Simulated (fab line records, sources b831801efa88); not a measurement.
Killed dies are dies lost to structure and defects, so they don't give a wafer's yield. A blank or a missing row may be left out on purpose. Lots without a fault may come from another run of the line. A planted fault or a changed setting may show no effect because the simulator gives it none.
Problem report in the 8D (eight disciplines) form, filled by code | flow sky130 | the parts of the form that need people (team, actions taken, sign-off) are left out

1. THE PROBLEM
spin_speed_rpm at SKY_DNWELL_COAT_02 reads a mean of 2263.7 rpm on 6 wafers of 2 lots; wafers without a fault read 2000.0 rpm with a standard deviation of 1.3. That is +99 or more standard deviations from the usual mean.
The step: resist thk 3000 nm.
First seen on wafer L402.1, day 4 11:10, on litho_track-04. The record holds 36 wafers of 12 lots with a number at this step. Rule for "out", or "out of limits": more than 4 standard deviations from the usual mean. The other wafers with a number count as sound.

2. WHAT IT IS AND WHAT IT IS NOT
question                    | is                     | is not
which readings at this step | spin_speed_rpm         | -
which lots                  | L402, L406             | L395, L396, L397, L400, L409, L411, L413, L415, L417, L418
which wafers of those lots  | all that have a number | -
read on which tools         | litho_track-04         | litho_track-02, litho_track-03
when                        | from day 4 11:10       | up to then (12 sound wafers); but 18 sound wafers of L409, L411, L413, L415, L417, L418 came after

3. SUSPECTS, AND WHAT RULES EACH OUT
Counting: a tool at a process step up to the reading stays a suspect if it ran every lot that is out and no sound lot after the first of them.
- cmp-01 at SKY_FIELD_ISO_CMP_27 (polishes, stops on Si3N4, t overpolish 15.25 s, target thk 457.8 nm): ruled out as a lasting fault. Sound lots L409, L411, L413, L418 ran on it after its first lot that is out, L402 (day 4 01:02).
- litho_track-04 at SKY_DNWELL_COAT_02 (resist thk 3000 nm): ruled out as a lasting fault. Sound lots L417, L418 ran on it after its first lot that is out, L402 (day 4 11:10).
Left after counting: nothing in the record.

4. THE CAUSE (what the simulator had put in)
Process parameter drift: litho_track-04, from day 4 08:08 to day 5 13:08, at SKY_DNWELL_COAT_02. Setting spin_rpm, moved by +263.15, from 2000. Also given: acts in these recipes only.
Counting ruled it out, wrongly.

5. THE CHAIN OF EFFECTS, in route order
Each row: a reading whose mean over the struck wafers that have a number lies more than 3 standard deviations from the usual. Only readings for which the record gives a usual standard deviation are gone through. hours: the time from each lot's start at the first step in this table that gives one to its start at this step, as a median over the lots. sigmas: the change in usual standard deviations.
hours | step                | reading                  | usual      | on struck wafers | change | sigmas
0     | SKY_DNWELL_COAT_02  | spin_speed_rpm           | 2000.0 rpm | 2263.7           | +263.7 | +99 or more
9     | SKY_DNWELL_STRIP_08 | strip_time_to_endpoint_s | 36.97 s    | 34.90            | -2.07  | -22
The process steps in it:
- SKY_DNWELL_COAT_02: resist thk 3000 nm.
- SKY_DNWELL_STRIP_08: strips in O2/N2.
Later measuring or inspecting steps at which every struck wafer that the step has a row for has a number for every such reading, and none has moved that far: SKY_DNWELL_TW_MEAS_09.

6. WHAT WOULD HAVE CAUGHT IT SOONER
In this record the first reading out of limits was taken at day 4 11:10, 3 hours after the fault began at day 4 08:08.
